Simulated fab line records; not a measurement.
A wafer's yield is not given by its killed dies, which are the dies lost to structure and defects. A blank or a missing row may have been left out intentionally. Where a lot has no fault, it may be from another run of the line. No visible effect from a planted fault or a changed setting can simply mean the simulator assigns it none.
The same fault as seen by 2 desks	flow gf180mcu	numbers are kept per desk, each desk with only its own; the story behind them comes last

## DESK OF THE TOOL OWNER: implanter-03
The tool's own readings at GF_PSD_IMPLANT_09, given as means over the sampled wafers that have a number, one for each lot that went through this tool. The brackets show how far a lot's mean lies from the usual mean; more than 4 standard deviations puts the lot out of limits, marked OUT.
Columns: A = beam energy keV at GF_PSD_IMPLANT_09, usual 40.000; B = faraday current uA at GF_PSD_IMPLANT_09, usual 8267
lot	first seen here	A	B
L446	day 16 12:03	39.993	8080
L448	day 17 09:55	39.993	8145
L450	day 18 09:09	40.004	8077
L460	day 21 11:57	38.422 (-99 or more) OUT	8367
L461	day 21 18:22	38.456 (-99 or more) OUT	8270
This desk's verdict: out of limits on L460, L461, starting with L460 at day 21 11:57 (beam energy keV at GF_PSD_IMPLANT_09). L446, L448, L450 stayed within limits.

## FROM THE METROLOGY DESK
Means of the sampled wafers that have a number, per lot and without regard to the tool the lot ran on: this is what the gauges read. The brackets show how far a lot's mean lies from the usual mean; more than 4 standard deviations puts the lot out of limits, marked OUT.
Columns: A = cd nm at GF_HV_LDD_CD_MEAS_31, usual 400.3 nm; B = HV_LDD_02_OVL at GF_HV_LDD_OVL_MEAS_32, usual 0.6 nm; C = HV_LDD_CVD_54_THK at GF_HV_LDD_THK_MEAS_55, usual 9.96 nm; D = PSD_RS at GF_PSD_RS_MEAS_15, usual 108.6 ohm/sq
lot	first seen here	A	B	C	D
L440	day 11 16:18	395.5	0.9	9.80	108.9
L441	day 12 01:05	400.4	0.3	9.86	108.1
L444	day 13 00:25	403.2	0.6	9.91	108.1
L446	day 13 15:50	402.3	0.5	10.09	108.4
L447	day 14 04:28	397.5	0.7	9.80	108.7
L448	day 14 10:41	398.0	0.5	9.81	109.0
L449	day 14 16:54	400.1	1.1	9.97	108.4
L450	day 15 08:31	396.3	1.1	10.09	108.5
L452	day 16 04:29	404.5	-0.6	9.89	108.7
L458	day 17 17:59	398.2	1.5	9.89	108.6
L460	day 18 10:30	399.1	1.3	9.81	110.5 (+5.8) OUT
L461	day 18 16:09	403.4	2.4	9.98	110.2 (+4.8) OUT
Per this desk, out of limits: L460, L461; the first was L460, day 21 12:31 (PSD_RS at GF_PSD_RS_MEAS_15). L440, L441, L444, L446, L447, L448, L449, L450, L452, L458 stayed within limits.

## PUT TOGETHER
An alarm could have come from the tool owner's desk at day 21 11:57, on L460, L461.
On L460, L461, the metrology desk was in a position to raise an alarm at day 21 12:31.
GF_PSD_IMPLANT_09 was run on implanter-03 by each of the lots named.

## WHAT THE SIMULATOR HAD PUT IN
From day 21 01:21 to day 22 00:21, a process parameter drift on implanter-03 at GF_PSD_IMPLANT_09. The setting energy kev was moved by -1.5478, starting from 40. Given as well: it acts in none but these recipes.
Shown lots that were struck: L460, L461.
Delay (hours) between the fault's onset and each desk's first out-of-limits reading: 11 at the tool owner's desk, 11 at the metrology desk.
